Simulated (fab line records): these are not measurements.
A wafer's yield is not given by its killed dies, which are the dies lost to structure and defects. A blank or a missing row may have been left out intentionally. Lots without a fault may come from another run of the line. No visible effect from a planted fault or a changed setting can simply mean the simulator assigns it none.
2 desks looking at one fault + flow gf180mcu + each desk has only its own numbers; what lay behind them comes last

## TOOL OWNER'S DESK, furnace-01
The tool's own readings at GF_DUAL_GATE_OXIDATION_15 (stabilise 600 s, purge 300 s, target thk 7.098 nm): means of the sampled wafers that have a number, for each lot that ran on this tool. The brackets show how far a lot's mean lies from the usual mean; more than 4 standard deviations puts the lot out of limits, marked OUT.
Columns: A = spike_tc_centre_C at GF_DUAL_GATE_OXIDATION_15, usual 852.9 C; B = spike_tc_top_C at GF_DUAL_GATE_OXIDATION_15, usual 864.1 C; C = spike_tc_upper_C at GF_DUAL_GATE_OXIDATION_15, usual 851.6 C; D = zone_power_centre_pct at GF_DUAL_GATE_OXIDATION_15, usual 17.5 %; E = zone_power_lower_pct at GF_DUAL_GATE_OXIDATION_15, usual 15.8 %; F = zone_power_upper_pct at GF_DUAL_GATE_OXIDATION_15, usual 15.0 %
| lot  | first seen here | A               | B     | C     | D              | E               | F    |
|------|-----------------|-----------------|-------|-------|----------------|-----------------|------|
| L807 | day 10 02:29    | 853.5           | 862.1 | 851.8 | 18.2           | 15.5            | 16.5 |
| L810 | day 10 20:35    | 853.6           | 863.2 | 851.2 | 18.1           | 15.2            | 16.5 |
| L818 | day 13 06:46    | 827.4 (-26) OUT | 861.7 | 855.4 | 9.3 (-9.8) OUT | 19.6 (+8.0) OUT | 20.8 |
| L819 | day 13 17:07    | 827.4 (-26) OUT | 863.2 | 854.9 | 9.1 (-10) OUT  | 19.5 (+7.9) OUT | 20.6 |
Finding of this desk: L818, L819 out of limits; the first was L818 at day 13 06:46, on spike_tc_centre_C at GF_DUAL_GATE_OXIDATION_15. Within limits: L807, L810.

## AT THE METROLOGY DESK
What the gauges read for every lot (on any tool): the sampled wafers with a number, averaged. The brackets show how far a lot's mean lies from the usual mean; more than 4 standard deviations puts the lot out of limits, marked OUT.
Columns: A = DUAL_GATE_OXIDATION_00_THK at GF_DUAL_GATE_THK_MEAS_03, usual 10.93 nm; B = DUAL_GATE_OVL at GF_DUAL_GATE_OVL_MEAS_11, usual -0.2 nm
| lot  | first seen here | A     | B    |
|------|-----------------|-------|------|
| L807 | day 9 08:11     | 11.04 | -1.6 |
| L810 | day 10 02:29    | 10.91 | 1.2  |
| L811 | day 10 14:04    | 11.08 | -3.1 |
| L818 | day 12 10:59    | 10.98 | -2.5 |
| L819 | day 12 19:59    | 11.21 | 0.5  |
| L824 | day 14 03:24    | 10.75 | -0.5 |
This desk found nothing out of limits on any of the 6 lots.

## TAKEN TOGETHER
On L818, L819, at day 13 06:46, an alarm was possible from the tool owner's desk.
Metrology desk: nothing out of limits seen.
The metrology desk has L818, L819 on record, within its limits.
Of the lots named, all ran GF_DUAL_GATE_OXIDATION_15 on furnace-01.

## WHAT WAS PUT IN BY THE SIMULATOR
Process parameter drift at GF_DUAL_GATE_OXIDATION_15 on furnace-01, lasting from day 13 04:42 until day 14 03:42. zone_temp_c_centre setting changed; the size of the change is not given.
Shown lots that were struck: L818, L819.
Delay in hours, fault start to first out-of-limits reading, by desk: the tool owner's desk at 2.
